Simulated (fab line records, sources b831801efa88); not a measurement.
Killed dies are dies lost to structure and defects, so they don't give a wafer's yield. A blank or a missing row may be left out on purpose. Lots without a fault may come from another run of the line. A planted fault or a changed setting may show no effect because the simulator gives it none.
fab line records | flow sky130
record lots=12 wafers=36 last_day=50
route steps=708 shown POLY_GATE@236 LDD_N@254 LDD_LDN@297 PAD_OPEN@708
lots that met no fault: from a run of the same line without faults
start_h: hours from the record's first day to the start of the lot's first wafer shown | wait_h: hours since the lot's step before | " the same as in the row above | L1.1+2: a row that stands for several wafers | - no value, or no start given | * or withheld: withheld | < > ~ a bound
route shown NAME@n: a module of which the file shows steps, and the number in the route of the first | usual: mean/standard deviation of fault-free wafers | same: alike in all rows | chamber/n: place in a boat | sites: the reading at each site | _std_site: their standard deviation | _edge_site: outer sites' mean less inner sites' | radius_mm: how far each site lies from the wafer's centre | mask NAME#n: copy n | behind: the tool/chamber that last shaped the wafer | hold: why the lot was held/for how many hours/how that ended | device: the transistor (n, p or np) that didn't switch | end of line: the same wafers' tests at the end of the route | a step without rows: its recipe alone | killed: dies lost to structure and defects at the first sort, not the wafer's yield | map: a wafer's dies, x killed, . not, _ none there
set.NAME: the setting as run; set.NAME@STEP: as run at that earlier step | model.NAME: the simulator's own value behind a step, which no gauge read
steps of the route over a sample of lots; a table a step, a row a wafer
services: from which hour (start_h, from the record's first day; less than 0 if before it) a tool's chamber was out of use, for how many hours, and why
## steps
# step SKY_POLY_GATE_CD_MEAS_22
# usual cd_nm=150.1/2.5
# columns lot.wafer tool chamber start_h wait_h cd_nm
L276.1 cd_sem-01 - 362.94 0.1 144.5
L276.3 " - " " 143.5
L276.5 " - " " 150.3
L277.1 cd_sem-02 - 366.39 0.1 147.6
L277.3 " - " " 148.4
L277.5 " - " " 149.2
L282.2 cd_sem-02 - 434.84 0.1 149.9
L282.3 " - " " 151.7
L282.4 " - " " 149.1
L287.1 cd_sem-02 - 481.18 0.1 154.3
L287.4 " - " " 148.5
L287.6 " - " " 146.1
L286.3 cd_sem-01 - 484.18 0.1 148.9
L286.5 " - " " 149.6
L286.6 " - " " 151.9
L289.2 cd_sem-01 - 499.08 0.1 154.9
L289.3 " - " " 152.9
L289.5 " - " " 150.9
L292.1 cd_sem-02 - 514.37 0.1 147.7
L292.3 " - " " 143.8
L292.5 " - " " 151.7
L293.1 cd_sem-02 - 517.88 0.1 151.4
L293.3 " - " " 150.4
L293.4 " - " " 151.6
L295.3 cd_sem-01 - 537.78 0.1 149.8
L295.4 " - " " 148.6
L295.5 " - " " 148.4
L294.1 cd_sem-02 - 541.88 0.1 147.3
L294.3 " - " " 151.6
L294.4 " - " " 151.2
L296.1 cd_sem-01 - 547.90 0.1 153.8
L296.2 " - " " 152.8
L296.6 " - " " 155.4
L298.1 cd_sem-02 - 558.00 0.1 147.6
L298.2 " - " " 151.0
L298.3 " - " " 152.7
# step SKY_LDD_N_TW_MEAS_17
# usual LDD_N_TW=2553/14
# columns lot.wafer tool chamber start_h wait_h LDD_N_TW
L276.1 film_metro-03 - 393.15 0.1 2557
L276.3 " - " " 2557
L276.5 " - " " 2555
L277.1 film_metro-01 - 396.10 0.1 2537
L277.3 " - " " 2546
L277.5 " - " " 2562
L282.2 film_metro-04 - 466.81 0.1 2545
L282.3 " - " " 2537
L282.4 " - " " 2542
L287.1 film_metro-01 - 513.80 0.1 2544
L287.4 " - " " 2550
L287.6 " - " " 2563
L286.3 film_metro-03 - 515.72 0.1 2570
L286.5 " - " " 2593
L286.6 " - " " 2579
L289.2 film_metro-01 - 530.22 0.1 2575
L289.3 " - " " 2568
L289.5 " - " " 2557
L292.1 film_metro-04 - 545.60 0.1 2554
L292.3 " - " " 2549
L292.5 " - " " 2544
L293.1 film_metro-04 - 549.76 0.1 2540
L293.3 " - " " 2547
L293.4 " - " " 2548
L295.3 film_metro-01 - 569.23 0.1 2553
L295.4 " - " " 2547
L295.5 " - " " 2553
L294.1 film_metro-04 - 572.41 0.1 2545
L294.3 " - " " 2568
L294.4 " - " " 2546
L296.1 film_metro-01 - 579.25 0.1 2563
L296.2 " - " " 2568
L296.6 " - " " 2566
L298.1 film_metro-01 - 588.91 0.1 2570
L298.2 " - " " 2568
L298.3 " - " " 2573
# step SKY_LDD_LDN_IMPLANT_08
# recipe species=As energy_kev=15 dose_cm2=1.25e+13 tilt_deg=withheld rotation_deg=23
# usual dose_ions_cm2=1.2499e+13/1.4e+10 end_station_pressure_torr=5.03e-06/2.6e-07 faraday_current_uA=70.5/1.5
# columns lot.wafer tool chamber start_h wait_h dose_ions_cm2 end_station_pressure_torr faraday_current_uA
L276.1 implanter-02 0 513.71 0.0 1.252e+13 4.97e-06 72.9
L276.3 " 0 " " 1.2505e+13 5.43e-06 69.1
L276.5 " 0 " " 1.2511e+13 5.61e-06 68.9
L277.1 implanter-01 0 517.26 0.0 1.2506e+13 5.53e-06 69.0
L277.3 " 0 " " 1.2482e+13 4.94e-06 71.4
L277.5 " 0 " " 1.2506e+13 5.22e-06 69.8
L282.2 implanter-02 0 587.93 0.0 1.2484e+13 5.2e-06 70.7
L282.3 " 0 " " 1.2495e+13 4.95e-06 70.7
L282.4 " 0 " " 1.2481e+13 5.1e-06 70.5
L287.1 implanter-02 0 633.63 0.1 9.046e+12 5.1e-06 53.1
L287.4 " 0 " " 9.07e+12 4.91e-06 51.5
L287.6 " 0 " " 9.091e+12 4.74e-06 49.7
L286.3 implanter-02 0 634.85 0.1 9.056e+12 5.09e-06 51.2
L286.5 " 0 " " 9.052e+12 4.84e-06 49.2
L286.6 " 0 " " 9.046e+12 4.95e-06 49.9
L289.2 implanter-01 0 648.13 0.0 1.2491e+13 5.05e-06 70.7
L289.3 " 0 " " 1.25e+13 5.1e-06 72.4
L289.5 " 0 " " 1.2492e+13 4.85e-06 71.1
L292.1 implanter-01 0 662.15 0.0 1.2488e+13 4.9e-06 70.1
L292.3 " 0 " " 1.2498e+13 4.96e-06 70.1
L292.5 " 0 " " 1.2499e+13 4.95e-06 71.1
L293.1 implanter-01 0 665.40 0.0 1.2509e+13 5.25e-06 69.1
L293.3 " 0 " " 1.2499e+13 4.73e-06 71.9
L293.4 " 0 " " 1.2502e+13 4.45e-06 71.7
L295.3 implanter-01 0 684.10 0.1 1.2481e+13 4.87e-06 71.0
L295.4 " 0 " " 1.2498e+13 4.61e-06 70.5
L295.5 " 0 " " 1.2494e+13 4.98e-06 65.4
L294.1 implanter-01 0 685.60 0.0 1.2503e+13 4.73e-06 73.6
L294.3 " 0 " " 1.2507e+13 4.55e-06 70.5
L294.4 " 0 " " 1.2508e+13 4.78e-06 73.1
L296.1 implanter-04 0 692.70 0.0 1.2508e+13 4.74e-06 70.1
L296.2 " 0 " " 1.2519e+13 4.88e-06 70.2
L296.6 " 0 " " 1.2508e+13 4.82e-06 71.5
L298.1 implanter-04 0 700.91 0.0 1.2523e+13 4.68e-06 71.2
L298.2 " 0 " " 1.2499e+13 5.19e-06 69.8
L298.3 " 0 " " 1.2504e+13 4.93e-06 68.6
# step SKY_LDD_LDN_STRIP_12
# recipe chemistry=O2/N2 power_w=1400 pressure_mtorr=1500 platen_temp_c=withheld o2_flow_sccm=3000 n2_flow_sccm=300 overash_fraction=0.5
# usual drypump_motor_current_A=6.02/0.28 oes_product_au=0.715/0.0047 strip_time_to_endpoint_s=14.15/0.046
# columns lot.wafer tool chamber start_h wait_h drypump_motor_current_A oes_product_au rf_hours_counter_h strip_time_to_endpoint_s
L276.1 plasma_asher-04 1 514.31 0.1 6.29 0.716 82 14.15
L276.3 " 1 " " 6.27 0.712 - 14.14
L276.5 " 0 " " 5.99 0.711 - 14.16
L277.1 plasma_asher-02 0 517.86 0.1 5.92 0.721 9 14.17
L277.3 " 1 " " 5.52 0.717 - 14.18
L277.5 " 1 " " 5.51 0.709 - 14.18
L282.2 plasma_asher-04 1 588.51 0.1 6.30 0.717 91 14.18
L282.3 " 0 " " 6.00 0.709 - 14.19
L282.4 " 1 " " 6.28 0.712 - 14.15
L287.1 plasma_asher-02 1 634.23 0.1 5.54 0.712 21 14.08
L287.4 " 1 " " 5.55 0.716 - 14.14
L287.6 " 1 " " 5.58 0.715 - 14.07
L286.3 plasma_asher-03 0 635.43 0.1 6.46 0.717 - 14.11
L286.5 " 1 " " 5.82 0.711 - 14.17
L286.6 " 0 " " 6.45 0.727 - 14.15
L289.2 plasma_asher-04 0 648.70 0.1 6.02 0.715 98 14.14
L289.3 " 0 " " 5.97 0.723 - 14.12
L289.5 " 1 " " 6.28 0.713 - 14.12
L292.1 plasma_asher-03 0 662.75 0.1 6.48 0.718 50 14.15
L292.3 " 1 " " 5.77 0.719 - 14.17
L292.5 " 0 " " 6.46 0.715 - 14.21
L293.1 plasma_asher-04 1 666.00 0.1 6.31 0.714 100 14.22
L293.3 " 0 " " 5.96 0.717 - 14.19
L293.4 " 1 " " 6.31 0.707 - 14.20
L295.3 plasma_asher-02 1 684.69 0.1 5.52 0.720 - 14.07
L295.4 " 0 " " 5.89 0.713 - 14.09
L295.5 " 0 " " 5.92 0.715 - 14.10
L294.1 plasma_asher-04 1 686.20 0.1 6.28 0.710 102 14.09
L294.3 " 0 " " 6.01 0.713 - 14.07
L294.4 " 1 " " 6.32 0.716 - 14.11
L296.1 plasma_asher-04 1 693.30 0.1 6.31 0.710 102 14.04
L296.2 " 0 " " 6.01 0.704 102 14.12
L296.6 " 0 " " 6.00 0.724 - 14.09
L298.1 plasma_asher-02 1 701.51 0.1 5.55 0.711 27 14.16
L298.2 " 0 " " 5.88 0.720 27 14.13
L298.3 " 1 " " 5.57 0.719 - 14.10
# step SKY_LDD_LDN_TW_MEAS_13
# usual LDD_LDN_TW=1464/8.3
# columns lot.wafer tool chamber start_h wait_h LDD_LDN_TW
L276.1 film_metro-03 - 514.41 0.1 1480
L276.3 " - " " 1484
L276.5 " - " " 1488
L277.1 film_metro-04 - 517.96 0.1 1458
L277.3 " - " " 1460
L277.5 " - " " 1460
L282.2 film_metro-03 - 588.62 0.1 1466
L282.3 " - " " 1471
L282.4 " - " " 1462
L287.1 film_metro-03 - 634.33 0.1 1429
L287.4 " - " " 1421
L287.6 " - " " 1418
L286.3 film_metro-04 - 635.52 0.1 1428
L286.5 " - " " 1429
L286.6 " - " " 1432
L289.2 film_metro-01 - 648.81 0.1 1463
L289.3 " - " " 1457
L289.5 " - " " 1456
L292.1 film_metro-03 - 662.85 0.1 1450
L292.3 " - " " 1453
L292.5 " - " " 1448
L293.1 film_metro-04 - 666.10 0.1 1468
L293.3 " - " " 1462
L293.4 " - " " 1475
L295.3 film_metro-04 - 684.77 0.1 1469
L295.4 " - " " 1472
L295.5 " - " " 1461
L294.1 film_metro-04 - 686.30 0.1 1470
L294.3 " - " " 1456
L294.4 " - " " 1462
L296.1 film_metro-03 - 693.40 0.1 1455
L296.2 " - " " 1461
L296.6 " - " " 1458
L298.1 film_metro-03 - 701.61 0.1 1457
L298.2 " - " " 1458
L298.3 " - " " 1460
# step SKY_PAD_OPEN_PROBE_99
# usual killed_at_M0_to_M3=44/7.3 killed_at_M4_up=3.1/1.9 killed_at_contacts=24/5.3 killed_at_front_end=15/4 killed_at_other=0.4/0.6 killed_dies=86/9.2 killed_open=47/6.9 killed_short=39/6.9
# same gross_dies=492 killed_at_back_side=0
# columns lot.wafer tool chamber start_h wait_h killed_at_M0_to_M3 killed_at_M4_up killed_at_contacts killed_at_front_end killed_at_other killed_dies killed_open killed_short
L276.1 prober-02 - 1067.73 0.1 43 6 27 16 2 94 44 49
L276.3 prober-02 - 1067.83 0.2 61 4 22 14 0 101 53 48
L276.5 prober-02 - 1067.93 0.2 50 3 17 18 0 88 44 44
L287.1 prober-02 - 1143.64 0.1 50 6 22 21 1 100 55 45
L287.4 prober-02 - 1143.79 0.2 63 2 19 21 1 106 59 46
L287.6 prober-02 - 1143.89 0.2 59 1 15 11 0 86 45 41
L286.3 prober-01 - 1146.79 0.2 59 2 23 14 0 98 50 48
L286.5 prober-01 - 1146.89 0.2 51 6 21 12 0 90 37 53
L286.6 prober-01 - 1146.94 0.2 35 3 23 19 0 80 48 32
L289.2 prober-02 - 1154.76 0.1 46 3 17 10 0 76 48 28
L289.3 prober-02 - 1154.81 0.2 37 7 30 14 0 88 42 46
L289.5 prober-02 - 1154.91 0.2 38 3 12 16 0 69 35 34
L292.1 prober-02 - 1167.40 0.1 47 0 28 13 1 89 52 37
L292.3 prober-02 - 1167.50 0.2 52 3 26 11 0 92 57 35
L292.5 prober-02 - 1167.60 0.2 32 2 25 14 0 73 46 27
L293.1 prober-02 - 1168.90 0.1 48 10 23 19 0 100 55 45
L293.3 prober-02 - 1169.00 0.2 43 2 23 13 0 81 49 32
L293.4 prober-02 - 1169.05 0.2 40 2 16 19 0 77 32 44
L294.1 prober-01 - 1179.54 0.1 52 3 23 10 0 88 52 35
L294.3 prober-01 - 1179.64 0.2 52 3 20 19 2 96 55 40
L294.4 prober-01 - 1179.69 0.2 47 0 18 23 0 88 43 44
# killed by level:class
L276.1 LI_CONTACT:geometric_particle:open=8 FIELD_ISO:geometric_particle:open=7 VIA2:geometric_particle:open=7 CONTACT:geometric_particle:open=6 CONTACT:geometric_particle:short=6 VIA3:geometric_particle:short=6 METAL1:geometric_particle:short=5 VIA1:geometric_particle:open=5
L276.3 VIA1:geometric_particle:open=14 METAL2:geometric_particle:short=9 CONTACT:geometric_particle:open=8 VIA2:geometric_particle:open=7 METAL3:geometric_particle:short=7 LI_CONTACT:geometric_particle:open=6 VIA2:geometric_particle:short=6 VIA3:geometric_particle:open=5
L276.5 VIA1:geometric_particle:open=9 VIA2:geometric_particle:open=9 VIA1:geometric_particle:short=8 CONTACT:geometric_particle:short=6 METAL1:geometric_particle:short=6 LI_CONTACT:geometric_particle:open=5 VIA3:geometric_particle:open=5 FIELD_ISO:geometric_particle:short=4
L287.1 VIA1:geometric_particle:open=10 CONTACT:geometric_particle:open=8 VIA3:geometric_particle:open=8 VIA2:geometric_particle:open=8 METAL1:geometric_particle:short=7 FIELD_ISO:geometric_particle:short=6 LI_CONTACT:geometric_particle:open=5 POLY_GATE:geometric_particle:short=4
L287.4 VIA1:geometric_particle:open=16 METAL1:geometric_particle:short=9 VIA3:geometric_particle:open=9 LI_CONTACT:geometric_particle:open=7 VIA2:geometric_particle:open=7 FIELD_ISO:geometric_particle:open=6 METAL2:geometric_particle:short=6 VIA1:geometric_particle:short=5
L287.6 VIA1:geometric_particle:open=14 VIA1:geometric_particle:short=8 VIA2:geometric_particle:open=8 METAL1:geometric_particle:short=7 VIA3:geometric_particle:open=7 LOCAL_INTERCONNECT:geometric_particle:short=4 CONTACT:geometric_particle:open=4 METAL2:geometric_particle:short=4
L286.3 METAL2:geometric_particle:short=13 VIA1:geometric_particle:open=12 VIA1:geometric_particle:short=8 CONTACT:geometric_particle:open=7 LI_CONTACT:geometric_particle:open=6 VIA3:geometric_particle:open=6 FIELD_ISO:geometric_particle:open=5 VIA2:geometric_particle:open=5
L286.5 METAL1:geometric_particle:short=8 CONTACT:geometric_particle:short=6 CONTACT:geometric_particle:open=6 VIA1:geometric_particle:short=6 METAL2:geometric_particle:short=6 METAL4:geometric_particle:short=6 VIA3:geometric_particle:open=5 LI_CONTACT:geometric_particle:open=5
L286.6 CONTACT:geometric_particle:open=8 VIA1:geometric_particle:open=8 POLY_GATE:geometric_particle:open=6 LI_CONTACT:geometric_particle:open=6 METAL2:geometric_particle:short=6 VIA3:geometric_particle:open=6 FIELD_ISO:geometric_particle:short=5 VIA1:geometric_particle:short=5
L289.2 VIA1:geometric_particle:open=13 LI_CONTACT:geometric_particle:open=8 VIA2:geometric_particle:open=7 VIA3:geometric_particle:short=7 FIELD_ISO:geometric_particle:open=5 CONTACT:geometric_particle:open=5 VIA3:geometric_particle:open=5 VIA1:geometric_particle:short=4
L289.3 CONTACT:geometric_particle:open=10 LI_CONTACT:geometric_particle:open=7 CONTACT:geometric_particle:short=6 VIA1:geometric_particle:open=6 METAL2:geometric_particle:short=6 VIA2:geometric_particle:open=6 METAL1:geometric_particle:short=5 FIELD_ISO:geometric_particle:short=4
L289.5 VIA1:geometric_particle:open=7 METAL1:geometric_particle:short=6 VIA3:geometric_particle:open=6 VIA1:geometric_particle:short=5 METAL2:geometric_particle:short=5 CONTACT:geometric_particle:open=4 VIA2:geometric_particle:open=4 FIELD_ISO:geometric_particle:open=3
L292.1 VIA1:geometric_particle:open=15 LI_CONTACT:geometric_particle:open=13 CONTACT:geometric_particle:short=7 METAL1:geometric_particle:open=6 VIA3:geometric_particle:open=6 CONTACT:geometric_particle:open=5 VIA2:geometric_particle:open=5 VIA1:geometric_particle:short=5
L292.3 CONTACT:geometric_particle:open=15 VIA1:geometric_particle:open=14 METAL2:geometric_particle:short=8 VIA2:geometric_particle:open=6 VIA3:geometric_particle:short=6 LI_CONTACT:geometric_particle:open=5 VIA3:geometric_particle:open=5 METAL3:geometric_particle:short=4
L292.5 CONTACT:geometric_particle:open=14 VIA1:geometric_particle:open=10 POLY_GATE:geometric_particle:short=5 FIELD_ISO:geometric_particle:open=4 LI_CONTACT:geometric_particle:open=4 METAL1:geometric_particle:short=4 VIA2:geometric_particle:open=4 VIA3:geometric_particle:open=4
L293.1 VIA1:geometric_particle:open=12 METAL4:geometric_particle:short=8 FIELD_ISO:geometric_particle:short=7 METAL2:geometric_particle:short=7 VIA2:geometric_particle:open=7 LOCAL_INTERCONNECT:geometric_particle:short=7 LI_CONTACT:geometric_particle:open=6 METAL2:geometric_particle:open=6
L293.3 VIA1:geometric_particle:open=9 CONTACT:geometric_particle:open=9 VIA3:geometric_particle:open=9 VIA2:geometric_particle:open=6 FIELD_ISO:geometric_particle:open=5 LOCAL_INTERCONNECT:geometric_particle:short=5 VIA1:geometric_particle:short=5 FIELD_ISO:geometric_particle:short=3
L293.4 VIA2:geometric_particle:open=6 POLY_GATE:geometric_particle:short=5 LI_CONTACT:geometric_particle:open=5 CONTACT:geometric_particle:open=5 METAL2:geometric_particle:short=5 VIA1:geometric_particle:short=5 LI_CONTACT:geometric_particle:short=4 METAL1:geometric_particle:short=4
L294.1 VIA1:geometric_particle:open=15 CONTACT:geometric_particle:open=11 VIA2:geometric_particle:open=9 VIA1:geometric_particle:short=6 CONTACT:geometric_particle:short=5 VIA3:geometric_particle:open=5 LOCAL_INTERCONNECT:geometric_particle:short=4 METAL2:geometric_particle:short=4
L294.3 VIA2:geometric_particle:open=13 VIA3:geometric_particle:open=8 VIA1:geometric_particle:open=8 METAL2:geometric_particle:short=7 FIELD_ISO:geometric_particle:open=6 CONTACT:geometric_particle:short=6 CONTACT:geometric_particle:open=6 LI_CONTACT:geometric_particle:open=5
L294.4 VIA2:geometric_particle:open=12 FIELD_ISO:geometric_particle:short=7 VIA1:geometric_particle:open=7 FIELD_ISO:geometric_particle:open=6 CONTACT:geometric_particle:short=6 LI_CONTACT:geometric_particle:open=5 VIA2:geometric_particle:short=5 METAL1:geometric_particle:short=4
## services
# columns tool chamber start_h hours kind
plasma_asher-02 - 499.69 2.0 repair
implanter-02 - 522.17 3.8 pm
implanter-04 - 524.05 3.9 pm
plasma_asher-03 - 535.49 34.0 repair
implanter-02 - 535.75 7.6 repair
plasma_asher-02 - 560.78 0.3 repair
plasma_asher-02 - 586.21 9.7 repair
plasma_asher-03 - 606.07 7.9 repair
plasma_asher-02 - 610.76 11.4 repair
implanter-01 - 668.99 2.9 pm
implanter-02 - 679.75 21.2 repair
plasma_asher-02 - 682.81 1.2 repair
plasma_asher-03 - 695.68 0.5 repair
## key
first_sign step=SKY_LDD_LDN_IMPLANT_08 reading=dose_ions_cm2 direction=down sigmas=99+ usual=* struck=*
effect step=SKY_LDD_LDN_IMPLANT_08 reading=faraday_current_uA direction=down sigmas=13 usual=70.5 struck=50.8
effect step=SKY_LDD_LDN_TW_MEAS_13 reading=LDD_LDN_TW direction=down sigmas=4.5 usual=1464 struck=1426
met_at SKY_LDD_LDN_IMPLANT_08
struck_lots L286,L287
tester_left_out L286,L287
not_acting_at SKY_POLY_GATE_CD_MEAS_22,SKY_LDD_N_TW_MEAS_17,SKY_LDD_LDN_STRIP_12
onset_between 587.93 633.63
fault kind=process_parameter_drift tool=implanter-02 chamber=- onset_h=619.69 steps=SKY_LDD_LDN_IMPLANT_08 channel=dose_cm2 offset=* shape=step end_h=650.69 acts_in=* stated=*
# tester_left_out: of these lots the tester's yield and bins aren't shown, on N5 and GAA mostly nor the transistor test; their killed dies are dies lost to structure and defects alone, not to doping, threshold or leakage, so they don't give the yield
